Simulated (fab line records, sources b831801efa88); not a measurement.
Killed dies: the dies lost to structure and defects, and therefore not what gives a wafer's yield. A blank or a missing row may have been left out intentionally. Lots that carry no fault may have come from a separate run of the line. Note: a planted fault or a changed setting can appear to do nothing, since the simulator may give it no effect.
Chamber matching + flow gf180mcu + GF_CONTACT_CVD_02 on pecvd-02: 3 sister chambers
The step deposits SiO2 from TEOS, target thk 860 nm, time 95.992 s. 3 wafers are shown with their chamber, then 8 later ones without.

## WAFERS WITH THEIR CHAMBER
| wafer  | chamber | heater power w (W) |
|--------|---------|--------------------|
| L087.4 | 0       | 775                |
| L091.5 | 1       | 1023               |
| L092.1 | 2       | 615                |

## WAFERS WHOSE CHAMBER IS MISSING
| wafer  | heater power w (W) |
|--------|--------------------|
| L092.3 | 899                |
| L092.6 | 752                |
| L094.1 | 937                |
| L094.2 | 627                |
| L094.3 | 718                |
| L097.2 | 558                |
| L097.3 | 955                |
| L097.4 | 1037               |

## WHICH CHAMBER EACH ONE RAN IN
| wafer  | from the rows above     | in truth |
|--------|-------------------------|----------|
| L092.3 | can't be placed: 0 or 1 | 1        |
| L092.6 | can't be placed: 0 or 2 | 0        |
| L094.1 | can't be placed: 1 or 0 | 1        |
| L094.2 | 2                       | 2        |
| L094.3 | can't be placed: 0 or 2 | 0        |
| L097.2 | 2                       | 2        |
| L097.3 | can't be placed: 1 or 0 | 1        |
| L097.4 | 1                       | 1        |
Correctly placed: 3 of 8. Can't be placed from these rows: 5 (the true chamber is among the candidates in 5). Wrongly placed: 0.
How it was worked out, from the rows above alone: a wafer's distance from a chamber is the root of the sum, over the readings, of the square of ((its reading less the chamber's mean) divided by the reading's scatter). If the next closest chamber is less than 2 further off than the closest, the wafer can't be placed; otherwise it belongs to the closest. Each chamber's mean is taken over the wafers shown for it. The scatter: with one shown wafer a chamber, the root of the mean of the squares of how far each hidden wafer lies from its nearest shown one.
